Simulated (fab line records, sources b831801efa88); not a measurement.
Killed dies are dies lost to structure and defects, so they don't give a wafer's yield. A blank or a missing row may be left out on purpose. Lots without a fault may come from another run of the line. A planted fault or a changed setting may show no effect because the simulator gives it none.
Which tool did it? | flow gf180mcu | 7 lots, 21 wafers sampled, at 5 steps of a route of 602

WHAT THE GAUGES READ, wafer by wafer
GF_V2_THK_MEAS_25: measures by xrf.
lot  | measured     | on            | V2_W_THK (nm)
L886 | day 21 05:46 | film_metro-01 | 348 351 349
L888 | day 22 02:07 | film_metro-04 | 352 358 355
L890 | day 22 21:01 | film_metro-02 | 360 366 359
L892 | day 23 07:49 | film_metro-02 | 349 352 351
L894 | day 24 04:57 | film_metro-01 | 358
L903 | day 26 23:54 | film_metro-01 | 347 344 342
L905 | day 27 08:57 | film_metro-04 | 355 352 350

WHICH TOOL RAN EACH LOT (tool, then ch and the chambers of the sampled wafers, then the start)
lot  | GF_SALICIDE_SPUTTER_03       | GF_M2_METAL_ETCH_16               | GF_M2_STRIP_17                       | GF_V2_SPUTTER_22
L886 | pvd_sputter-02, day 15 23:41 | rie_metal-04 ch 0,1, day 20 02:55 | plasma_asher-01 ch 0,1, day 20 03:02 | pvd_sputter-04, day 21 05:22
L888 | pvd_sputter-03, day 16 18:17 | rie_metal-03 ch 0, day 20 23:30   | plasma_asher-04 ch 0,1, day 20 23:46 | pvd_sputter-01, day 22 01:50
L890 | pvd_sputter-03, day 17 13:01 | rie_metal-04 ch 0,1, day 21 19:12 | plasma_asher-02 ch 0,1, day 21 19:20 | pvd_sputter-01, day 22 20:44
L892 | pvd_sputter-03, day 17 22:22 | rie_metal-03 ch 0,1, day 22 06:00 | plasma_asher-02 ch 0,1, day 22 06:08 | pvd_sputter-04, day 23 07:32
L894 | pvd_sputter-04, day 18 22:07 | rie_metal-03 ch 0,1, day 23 04:09 | plasma_asher-01 ch 0,1, day 23 04:17 | pvd_sputter-04, day 24 04:41
L903 | pvd_sputter-04, day 22 01:29 | rie_metal-04 ch 0,1, day 26 00:48 | plasma_asher-04 ch 0,1, day 26 00:56 | pvd_sputter-03, day 26 23:38
L905 | pvd_sputter-04, day 22 11:20 | rie_metal-03 ch 0, day 26 09:49   | plasma_asher-02 ch 0,1, day 26 10:05 | pvd_sputter-03, day 27 08:41
- GF_SALICIDE_SPUTTER_03: material TiN, target thk 20 nm, time 16.7 s.
- GF_M2_METAL_ETCH_16: etches the open film in Cl2/BCl3, stops on SiO2, target depth 750.8 nm, time 125.1 s.
- GF_M2_STRIP_17: strips in O2/N2.
- GF_V2_SPUTTER_22: material TiN, target thk 10 nm, time 40 s.

THE ANSWER, worked out from the rows above alone
Rule: what is usual is taken from the lots themselves. Put in order of their means at a reading, lots are off if they are a third of the lots or fewer, leave a main group of 4 or more, and stand apart from it by a gap of 3 or more times the standard deviation of the main group's means; of several such gaps the widest counts. A main group whose means are all the same, to the digits that the tables above print for the reading, isn't used. A lot without any number at a reading at which 4 lots or more have one is off too. The other lots that the step has rows for count as sound.
No lot is off at any reading shown: from this, nothing can be told.

WHAT THE SIMULATOR HAD PUT IN
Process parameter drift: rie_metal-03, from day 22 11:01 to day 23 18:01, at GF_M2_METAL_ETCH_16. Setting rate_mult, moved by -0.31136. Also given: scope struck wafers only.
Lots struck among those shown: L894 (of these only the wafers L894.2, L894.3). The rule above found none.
